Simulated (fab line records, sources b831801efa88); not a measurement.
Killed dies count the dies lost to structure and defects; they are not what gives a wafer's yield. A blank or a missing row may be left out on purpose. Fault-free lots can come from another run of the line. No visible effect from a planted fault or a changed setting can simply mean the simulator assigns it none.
fab line records -- flow sky130
[record] lots = 14, wafers = 42, last-day = 50
route steps=708 shown FIELD_ISO@1 PWDE@51 NWELL@81 VT_ADJUST_NCORE@126
lots with no fault: from the same line, run without faults
start-h: start of the lot's first displayed wafer, in hours after the record's first day -- wait-h: time in hours since the lot's previous step -- " identical to the entry in the row above -- L1.1+2: one row covering several wafers at once -- - no value, or no start was given -- * or withheld: withheld -- < > ~ a bound
route shown NAME@n: NAME is a module with steps in the file, n the number in the route of the first one -- usual: average and standard deviation across the fault-free wafers -- same: alike in all rows -- chamber/n: place in a boat -- sites: the reading at each site -- _std_site: standard deviation across them -- _edge_site: mean of outer sites minus mean of inner sites -- radius-mm: how far each site lies from the wafer's centre -- mask NAME#n: copy n -- behind: the most recent tool/chamber to have shaped the wafer -- hold: the reason the lot was held/the length of the hold in hours/how it ended -- device: whichever transistor did not switch (one of n, p or np) -- end of line: at the end of the route, the tests of the same wafers -- a step without rows: its recipe alone -- killed: the dies lost at the first sort to structure and to defects; this is not the yield of the wafer -- map: per-die view of a wafer (x killed, . not killed, _ where there is no die)
set.NAME: the run value of the setting; set.NAME@STEP: its run value at that earlier step -- model.NAME: the simulator's own value behind a step, which no gauge read
the route's steps for a sample of lots (tables are steps, rows are wafers)
services: a tool's chamber out of use, with start hour (start-h, from the record's first day; less than 0 if before it), hours out, and reason
[[steps]]
[step SKY_FIELD_ISO_BOW_MEAS_00]
[recipe] mode = bow
[usual] INCOMING_BOW = 0/6.6
lot.wafer,tool,chamber,start-h,wait-h,INCOMING_BOW[um]
L290.2,film-metro-02,-,10.02,-,0
L290.4,film-metro-02,-,10.02,-,12
L290.5,film-metro-02,-,10.02,-,-17
L291.1,film-metro-04,-,15.00,-,0
L291.3,film-metro-04,-,15.00,-,-8
L291.6,film-metro-04,-,15.00,-,8
L292.1,film-metro-02,-,20.00,-,15
L292.3,film-metro-02,-,20.00,-,12
L292.6,film-metro-02,-,20.00,-,3
L293.1,film-metro-02,-,25.00,-,1
L293.5,film-metro-02,-,25.00,-,2
L293.6,film-metro-02,-,25.00,-,-2
L294.4,film-metro-04,-,30.06,-,5
L294.5,film-metro-04,-,30.06,-,7
L294.6,film-metro-04,-,30.06,-,-2
L296.1,film-metro-04,-,40.00,-,-7
L296.4,film-metro-04,-,40.00,-,0
L296.5,film-metro-04,-,40.00,-,-1
L297.1,film-metro-04,-,45.00,-,5
L297.2,film-metro-04,-,45.00,-,-1
L297.3,film-metro-04,-,45.00,-,5
L298.2,film-metro-04,-,50.02,-,-2
L298.5,film-metro-04,-,50.02,-,-4
L298.6,film-metro-04,-,50.02,-,-6
L300.1,film-metro-03,-,60.00,-,5
L300.2,film-metro-03,-,60.00,-,-6
L300.5,film-metro-03,-,60.00,-,14
L302.3,film-metro-04,-,70.04,-,1
L302.5,film-metro-04,-,70.04,-,3
L302.6,film-metro-04,-,70.04,-,-3
L305.2,film-metro-02,-,85.02,-,-7
L305.3,film-metro-02,-,85.02,-,-2
L305.4,film-metro-02,-,85.02,-,-11
L309.2,film-metro-03,-,105.02,-,5
L309.3,film-metro-03,-,105.02,-,-1
L309.5,film-metro-03,-,105.02,-,-2
L311.1,film-metro-02,-,115.00,-,-7
L311.2,film-metro-02,-,115.00,-,5
L311.3,film-metro-02,-,115.00,-,7
L313.2,film-metro-04,-,125.02,-,0
L313.3,film-metro-04,-,125.02,-,-4
L313.5,film-metro-04,-,125.02,-,12
[step SKY_PWDE_DEVELOP_06]
[recipe] wall-angle-deg = 90, developer = TMAH, develop-time-s = 60, dev-temp-c = 23
lot.wafer,tool,chamber,start-h,wait-h
L290.2+4+5,litho-track-02,0,65,-
L291.1+3+6,litho-track-04,0,76,-
L292.1+3+6,litho-track-04,0,81,-
L293.1+5+6,litho-track-04,0,82,-
L294.4+5+6,litho-track-04,0,88,-
L296.1+4+5,litho-track-04,0,103,-
L297.1+2+3,litho-track-01,0,107,-
L298.2+5+6,litho-track-02,0,111,-
L300.1+2+5,litho-track-04,0,124,-
L302.3+5+6,litho-track-01,0,132,-
L305.2+3+4,litho-track-01,0,155,-
L309.2+3+5,litho-track-02,0,175,-
L311.1+2+3,litho-track-04,0,183,-
L313.2+3+5,litho-track-04,0,198,-
[step SKY_PWDE_OVL_MEAS_07]
[usual] PWDE_OVL = 0.7/1.4
lot.wafer,tool,chamber,start-h,wait-h,PWDE_OVL[nm]
L290.2,overlay-02,-,65.92,-,-2.1
L290.4,overlay-02,-,65.92,-,-1.1
L290.5,overlay-02,-,65.92,-,-2.1
L291.1,overlay-02,-,76.84,-,0.6
L291.3,overlay-02,-,76.84,-,-0.5
L291.6,overlay-02,-,76.84,-,0.3
L292.1,overlay-02,-,81.24,-,1.2
L292.3,overlay-02,-,81.24,-,-0.6
L292.6,overlay-02,-,81.24,-,-0.4
L293.1,overlay-02,-,82.59,-,0.6
L293.5,overlay-02,-,82.59,-,-0.5
L293.6,overlay-02,-,82.59,-,-0.5
L294.4,overlay-02,-,89.06,-,-2.7
L294.5,overlay-02,-,89.06,-,-1.1
L294.6,overlay-02,-,89.06,-,-1.0
L296.1,overlay-01,-,103.89,-,0.2
L296.4,overlay-01,-,103.89,-,2.3
L296.5,overlay-01,-,103.89,-,0.9
L297.1,overlay-01,-,107.85,-,0.8
L297.2,overlay-01,-,107.85,-,2.0
L297.3,overlay-01,-,107.85,-,3.3
L298.2,overlay-01,-,111.82,-,2.0
L298.5,overlay-01,-,111.82,-,1.4
L298.6,overlay-01,-,111.82,-,2.7
L300.1,overlay-01,-,124.34,-,-0.7
L300.2,overlay-01,-,124.34,-,1.4
L300.5,overlay-01,-,124.34,-,-1.0
L302.3,overlay-01,-,132.71,-,-
L302.5,overlay-01,-,132.71,-,-
L302.6,overlay-01,-,132.71,-,-
L305.2,overlay-01,-,155.40,-,-
L305.3,overlay-01,-,155.40,-,-
L305.4,overlay-01,-,155.40,-,-
L309.2,overlay-01,-,175.52,-,0.0
L309.3,overlay-01,-,175.52,-,0.8
L309.5,overlay-01,-,175.52,-,-0.2
L311.1,overlay-01,-,183.79,-,1.3
L311.2,overlay-01,-,183.79,-,3.4
L311.3,overlay-01,-,183.79,-,1.7
L313.2,overlay-01,-,198.14,-,2.4
L313.3,overlay-01,-,198.14,-,0.6
L313.5,overlay-01,-,198.14,-,2.2
[step SKY_NWELL_RTA_28]
[recipe] temp-c = 1050, time-s = 30, idle-temp-c = 650, ramp-up-c-per-s = 150, ramp-down-c-per-s = 90, ambient = N2
[usual] lamp-power-pct = 25.31/0.059, ramp-down-c-per-s = 90.001/0.017, wafer_temp_C_max = 1055.0/1.1
lot.wafer,tool,chamber,start-h,wait-h,lamp-power-pct,ramp-down-c-per-s,wafer_temp_C_max
L290.2,rtp-anneal-02,0,101.02,0.0,25.36,90.011,1055.2
L290.4,rtp-anneal-02,0,101.02,0.0,25.35,90.015,1055.5
L290.5,rtp-anneal-02,0,101.02,0.0,25.20,89.980,1056.4
L291.1,rtp-anneal-01,0,111.33,0.0,25.30,89.975,1053.6
L291.3,rtp-anneal-01,0,111.33,0.0,25.33,89.982,1055.0
L291.6,rtp-anneal-01,0,111.33,0.0,25.27,89.984,1053.8
L292.1,rtp-anneal-02,0,115.94,0.0,25.28,90.035,1055.3
L292.3,rtp-anneal-02,0,115.94,0.0,25.28,89.966,1056.5
L292.6,rtp-anneal-02,0,115.94,0.0,25.39,90.002,1054.8
L293.1,rtp-anneal-01,0,118.25,0.0,25.29,89.999,1055.9
L293.5,rtp-anneal-01,0,118.25,0.0,25.35,89.997,1055.7
L293.6,rtp-anneal-01,0,118.25,0.0,25.26,90.001,1057.8
L294.4,rtp-anneal-01,0,124.54,0.1,25.35,89.985,1056.7
L294.5,rtp-anneal-01,0,124.54,0.1,25.24,90.002,1054.5
L294.6,rtp-anneal-01,0,124.54,0.1,25.28,90.010,1056.2
L296.1,rtp-anneal-02,0,141.04,0.0,25.23,89.999,1054.7
L296.4,rtp-anneal-02,0,141.04,0.0,25.32,90.001,1055.8
L296.5,rtp-anneal-02,0,141.04,0.0,25.27,89.987,1053.9
L297.1,rtp-anneal-01,0,144.79,0.0,25.36,89.973,1055.2
L297.2,rtp-anneal-01,0,144.79,0.0,25.25,90.010,1056.0
L297.3,rtp-anneal-01,0,144.79,0.0,25.34,90.000,1055.0
L298.2,rtp-anneal-02,0,149.87,0.0,25.29,90.000,1054.3
L298.5,rtp-anneal-02,0,149.87,0.0,25.17,89.993,1054.8
L298.6,rtp-anneal-02,0,149.87,0.0,25.34,90.006,1055.0
L300.1,rtp-anneal-02,0,162.84,0.0,25.20,90.008,1053.9
L300.2,rtp-anneal-02,0,162.84,0.0,25.28,89.997,1058.1
L300.5,rtp-anneal-02,0,162.84,0.0,25.37,89.984,1056.3
L302.3,rtp-anneal-02,0,172.52,0.0,25.42,90.004,1054.3
L302.5,rtp-anneal-02,0,172.52,0.0,25.27,89.985,1054.4
L302.6,rtp-anneal-02,0,172.52,0.0,25.34,90.040,1055.1
L305.2,rtp-anneal-02,0,197.90,0.0,25.37,90.006,1055.2
L305.3,rtp-anneal-02,0,197.90,0.0,25.38,89.979,1053.7
L305.4,rtp-anneal-02,0,197.90,0.0,25.34,89.983,1055.3
L309.2,rtp-anneal-02,0,218.70,0.0,25.38,90.000,1054.2
L309.3,rtp-anneal-02,0,218.70,0.0,25.29,89.991,1055.9
L309.5,rtp-anneal-02,0,218.70,0.0,25.38,90.005,1055.1
L311.1,rtp-anneal-02,0,227.33,0.0,25.28,90.000,1054.7
L311.2,rtp-anneal-02,0,227.33,0.0,25.28,89.974,1056.2
L311.3,rtp-anneal-02,0,227.33,0.0,25.25,90.004,1054.3
L313.2,rtp-anneal-02,0,243.27,0.0,25.31,90.004,1055.4
L313.3,rtp-anneal-02,0,243.27,0.0,25.28,90.008,1055.6
L313.5,rtp-anneal-02,0,243.27,0.0,25.41,89.997,1053.9
[step SKY_VT_ADJUST_NCORE_CD_MEAS_07]
[recipe] target-cd-nm = 380
[usual] cd-nm = 380.9/2.2
lot.wafer,tool,chamber,start-h,wait-h,cd-nm
L290.2,cd-sem-01,-,176.74,0.2,382.7
L290.4,cd-sem-01,-,176.74,0.2,382.7
L290.5,cd-sem-01,-,176.74,0.2,379.7
L291.1,cd-sem-02,-,189.04,0.1,378.8
L291.3,cd-sem-02,-,189.04,0.1,376.6
L291.6,cd-sem-02,-,189.04,0.1,378.8
L292.1,cd-sem-02,-,195.31,0.1,382.6
L292.3,cd-sem-02,-,195.31,0.1,381.1
L292.6,cd-sem-02,-,195.31,0.1,383.4
L293.1,cd-sem-02,-,196.36,0.2,383.1
L293.5,cd-sem-02,-,196.36,0.2,380.9
L293.6,cd-sem-02,-,196.36,0.2,383.3
L294.4,cd-sem-01,-,205.10,0.1,381.9
L294.5,cd-sem-01,-,205.10,0.1,383.9
L294.6,cd-sem-01,-,205.10,0.1,382.3
L296.1,cd-sem-01,-,225.54,0.1,381.3
L296.4,cd-sem-01,-,225.54,0.1,378.9
L296.5,cd-sem-01,-,225.54,0.1,383.7
L297.1,cd-sem-02,-,228.14,0.1,381.8
L297.2,cd-sem-02,-,228.14,0.1,382.5
L297.3,cd-sem-02,-,228.14,0.1,384.4
L298.2,cd-sem-01,-,233.16,0.1,376.9
L298.5,cd-sem-01,-,233.16,0.1,378.2
L298.6,cd-sem-01,-,233.16,0.1,375.0
L300.1,cd-sem-01,-,249.41,0.1,382.1
L300.2,cd-sem-01,-,249.41,0.1,380.5
L300.5,cd-sem-01,-,249.41,0.1,382.9
L302.3,cd-sem-02,-,260.95,0.1,378.9
L302.5,cd-sem-02,-,260.95,0.1,379.9
L302.6,cd-sem-02,-,260.95,0.1,379.7
L305.2,cd-sem-01,-,289.99,0.2,381.7
L305.3,cd-sem-01,-,289.99,0.2,382.1
L305.4,cd-sem-01,-,289.99,0.2,380.1
L309.2,cd-sem-02,-,313.71,0.1,382.5
L309.3,cd-sem-02,-,313.71,0.1,381.2
L309.5,cd-sem-02,-,313.71,0.1,381.9
L311.1,cd-sem-01,-,323.14,0.1,379.2
L311.2,cd-sem-01,-,323.14,0.1,378.6
L311.3,cd-sem-01,-,323.14,0.1,380.1
L313.2,cd-sem-02,-,342.86,0.1,378.9
L313.3,cd-sem-02,-,342.86,0.1,381.2
L313.5,cd-sem-02,-,342.86,0.1,378.9
[[services]]
tool,chamber,start-h,hours,kind
rtp-anneal-02,-,139.25,1.2,pm
rtp-anneal-01,-,196.65,5.4,pm
[[key]]
[first-sign] step = SKY_PWDE_OVL_MEAS_07, reading = PWDE_OVL, direction = missing
effect none on later readings
met-at SKY_PWDE_DEVELOP_06
struck-lots L302,L305
sort-left-out L302.3,L302.5,L302.6,L305.2,L305.3,L305.4
tester-left-out L302,L305
not-acting-at SKY_FIELD_ISO_BOW_MEAS_00,SKY_NWELL_RTA_28,SKY_VT_ADJUST_NCORE_CD_MEAS_07
onset-between 107 132
[fault] kind = process-parameter-drift, tool = litho-track-01, chamber = -, onset-h = 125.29, steps = SKY_PWDE_DEVELOP_06, channel = develop-time-s, offset = *, shape = step, end-h = 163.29, acts-in = *, stated = *
// tester-left-out: of these lots the tester's yield and bins aren't shown, on N5 and GAA mostly nor the transistor test; their killed dies are dies lost to structure and defects alone, not to doping, threshold or leakage, so they don't give the yield
// sort-left-out: the simulated sort isn't trusted on such a fault, so these wafers' sort isn't shown, and their yield isn't known
